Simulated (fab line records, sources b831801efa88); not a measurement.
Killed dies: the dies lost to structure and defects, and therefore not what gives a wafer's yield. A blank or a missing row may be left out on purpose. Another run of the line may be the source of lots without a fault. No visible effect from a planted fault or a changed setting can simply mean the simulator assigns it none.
Which tool was responsible?    flow gf180mcu    12 lots with 36 wafers sampled at 2 steps, on a route of 602 steps

== WHAT THE GAUGES SHOWED, per wafer ==
GF_SALICIDE_RS_MEAS_04: measurement is done with a four-point probe.
lot   measured      on             SALICIDE_TIN_RS (ohm/sq)
L374  day 15 02:34  film metro-01  16.0 16.5 16.5
L375  day 15 12:25  film metro-04  16.9 16.6 16.6
L376  day 15 21:38  film metro-04  16.6 16.5 16.6
L377  day 15 23:52  film metro-01  15.8 15.8 15.5
L378  day 16 15:30  film metro-03  16.2 16.5 16.4
L381  day 17 14:04  film metro-04  15.9 15.9 16.1
L382  day 18 00:25  film metro-03  16.0 16.5 16.0
L385  day 19 07:15  film metro-03  16.8 16.2 16.7
L387  day 19 22:20  film metro-03  16.4 16.0 16.0
L388  day 20 05:47  film metro-04  16.3 16.3 16.5
L392  day 21 14:04  film metro-01  23.6 15.5 15.6
L397  day 23 02:14  film metro-04  16.2 16.4 16.3

== EACH LOT AND THE TOOL THAT RAN IT (in order: tool; ch and the chambers of the sampled wafers; start) ==
lot   GF_SALICIDE_SPUTTER_02
L374  pvd sputter-03, day 15 02:31
L375  pvd sputter-02, day 15 12:21
L376  pvd sputter-02, day 15 21:32
L377  pvd sputter-03, day 15 23:49
L378  pvd sputter-02, day 16 15:25
L381  pvd sputter-04, day 17 14:01
L382  pvd sputter-04, day 18 00:21
L385  pvd sputter-04, day 19 07:10
L387  pvd sputter-04, day 19 22:17
L388  pvd sputter-02, day 20 05:44
L392  pvd sputter-04, day 21 14:01
L397  pvd sputter-02, day 23 02:08
- GF_SALICIDE_SPUTTER_02: material Co, target thk 10 nm, time 20 s.

== WHAT THE TOOLS THEMSELVES READ (means of the sampled wafers that have a number; where no wafer has one, the mark that the record gives instead) ==
GF_SALICIDE_SPUTTER_02.
lot   tool            chamber pressure pa (Pa)  throttle valve pct (%)
L374  pvd sputter-03  0.4000                    29.8
L375  pvd sputter-02  0.4004                    30.1
L376  pvd sputter-02  0.4007                    30.4
L377  pvd sputter-03  0.4012                    29.8
L378  pvd sputter-02  0.3997                    30.4
L381  pvd sputter-04  0.3996                    29.1
L382  pvd sputter-04  0.3997                    29.4
L385  pvd sputter-04  0.4004                    28.3
L387  pvd sputter-04  0.4001                    29.5
L388  pvd sputter-02  0.4006                    30.0
L392  pvd sputter-04  0.3998                    30.2
L397  pvd sputter-02  0.4000                    30.3

== THE ANSWER, worked out from the rows above alone ==
Rule: the usual values come from the lots themselves. The widest of any qualifying gaps counts: lots, ordered by their means at a reading, are off when they make up no more than a third of the lots, leave a main group of 4 or more, and stand apart from it by 3 or more times the standard deviation of that group's means. Not used: any main group whose means are identical at the precision the tables above print for the reading. A lot without any number at a reading at which 4 lots or more have one is off too. The other lots that the step has rows for count as sound. The gauges are gone through in route order, then the tools' own readings, and for those a lot's mean is taken as printed above. The first step at which some lot is off is used, and at that step the reading that is off furthest; a lot without a number counts as furthest.
Off: at GF_SALICIDE_RS_MEAS_04 (SALICIDE_TIN_RS), L392. For the main group the mean is 16.3 ohm/sq and the standard deviation 0.27.
If a tool, at a process step before that reading, ran all the lots that are off and no sound lot after the first of them, it fits. The gauges at GF_SALICIDE_RS_MEAS_04 are tried like those tools. 2 tools fit, pvd sputter-04 at GF_SALICIDE_SPUTTER_02 and film metro-01 at GF_SALICIDE_RS_MEAS_04, so this cannot tell which one it is.

== WHAT THE SIMULATOR PUT IN ==
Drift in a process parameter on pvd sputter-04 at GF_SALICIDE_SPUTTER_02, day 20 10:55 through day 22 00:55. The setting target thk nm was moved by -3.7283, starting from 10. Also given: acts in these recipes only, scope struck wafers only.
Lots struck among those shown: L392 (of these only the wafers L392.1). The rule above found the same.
